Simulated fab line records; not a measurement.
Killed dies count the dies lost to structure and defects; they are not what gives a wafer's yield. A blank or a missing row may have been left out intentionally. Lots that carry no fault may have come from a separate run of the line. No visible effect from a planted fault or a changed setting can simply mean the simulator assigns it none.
A struck lot beside a sound one / flow sky130 / 18 steps out of a route of 708
Sound: the wafers L104.1, L104.2, L104.4. Struck: wafers L110.1, L110.3, L110.4. The cause comes at the end.
Per side, at each step with rows, come the tool, then ch with its chambers, and then its first start. Under that, the readings that differ: sound wafers / struck wafers / difference of the means / sigmas: that difference in standard deviations of wafers without a fault.
alike: same words and numbers on both sides, and readings whose means sit less than 2 such deviations apart. not compared: any withheld reading, any reading some wafer has no value for, any bound like >300 that may hide the same value, and any number with overlapping values for which the record gives no deviation.
A row with sigmas, a row that says differs or no value, or rows on one side alone: a step with any of these is where the two part. Numbers that don't overlap but have no deviation are shown without sigmas and don't part them. A reading that every wafer of one side lacks parts them only if that side has two wafers or more.

first, 1 step without rows for these wafers: SKY_VT_ADJUST_PCH_IMPLANT_08.
SKY_VT_ADJUST_PCH_STRIP_09: strips in O2/N2.
  sound on plasma asher-02 ch 0,1, day 11 11:17; struck on plasma asher-02 ch 0,1, day 13 06:44
  alike: chamber pressure mTorr, drypump motor current A, oes product au, strip time to endpoint s
  not compared: rf hours counter h
SKY_VT_ADJUST_PCH_TW_MEAS_10:
  sound on film metro-03, day 11 11:23; struck on film metro-01, day 13 06:50
  alike: VT_ADJUST_PCH_TW
then, 7 steps without rows for these wafers: SKY_SONOS_TUNNEL_DEHYDRATE_00 (time 60 s); SKY_SONOS_TUNNEL_HMDS_01 (prime time 60 s); SKY_SONOS_TUNNEL_COAT_02 (resist thk 1140 nm); SKY_SONOS_TUNNEL_SOFTBAKE_03 (time 60 s); SKY_SONOS_TUNNEL_EXPOSE_04 (exposes mask TUNM, target cd 410 nm); SKY_SONOS_TUNNEL_PEB_05; SKY_SONOS_TUNNEL_DEVELOP_06 (develop time 60 s).
SKY_SONOS_TUNNEL_CD_MEAS_07: the cd target is 410 nm.
  sound on cd sem-02, day 12 09:55; struck on cd sem-02, day 14 08:13
  alike: cd nm
SKY_SONOS_TUNNEL_OVL_MEAS_08:
  sound on overlay-02, day 12 10:02; struck on overlay-01, day 14 08:20
  alike: SONOS_TUNNEL_OVL
SKY_SONOS_TUNNEL_IMPLANT_09:
  sound on implanter-02 ch 0, day 12 10:04; struck on implanter-04 ch 0, day 14 08:22
reading=implant ion amu; sound=11 11 11; struck=49 49 49; difference=+38; sigmas=
reading=model.implant.rp nm (nm); sound=65.08 65.08 65.08; struck=17.61 17.61 17.61; difference=-47.47; sigmas=
reading=model.implant.drp nm (nm); sound=28.34 28.34 28.34; struck=9.752 9.752 9.752; difference=-18.588; sigmas=
then, 2 steps without rows for these wafers: SKY_SONOS_TUNNEL_WET_ETCH_10 (etches SiO2 in dHF, target depth 14 nm, time 280 s); SKY_SONOS_TUNNEL_STRIP_11 (strips in SPM, time 600 s).
SKY_SONOS_TUNNEL_TW_MEAS_12:
  sound on film metro-02, day 12 10:29; struck on film metro-04, day 14 08:48
reading=SONOS_TUNNEL_TW; sound=195.0 196.9 197.5; struck=297.4 296.0 295.5; difference=+99.8; sigmas=+59
then, 1 step without rows for these wafers: SKY_SONOS_TUNNEL_CLEAN_13 (cleans in dHF, time 20 s).
-- a jump in the record: the struck wafers' starts before and after are 34 days apart (it breaks off in module SONOS_TUNNEL and resumes in module PAD_OPEN, where the first step shown is number 708 of the route) --
SKY_PAD_OPEN_PROBE_99:
  sound on prober-02, day 46 18:41; struck on prober-02, day 48 08:29
reading=killed_at_M0_to_M3; sound=56 55 49; struck=31 47 36; difference=-15; sigmas=-3
reading=model.etest.sonos programmed.off log10 a um; sound=-13.88 -13.98 -13.97; struck=-12.28 -12.64 -13.26; difference=+1.22; sigmas=
  alike: killed_at_M4_up, killed at contacts, killed at front end, killed at other, killed dies, killed open, killed short

== WHERE THEY PART ==
First at SKY_SONOS_TUNNEL_TW_MEAS_12; last, within this record, at SKY_PAD_OPEN_PROBE_99.

WHY: whatever the simulator had introduced
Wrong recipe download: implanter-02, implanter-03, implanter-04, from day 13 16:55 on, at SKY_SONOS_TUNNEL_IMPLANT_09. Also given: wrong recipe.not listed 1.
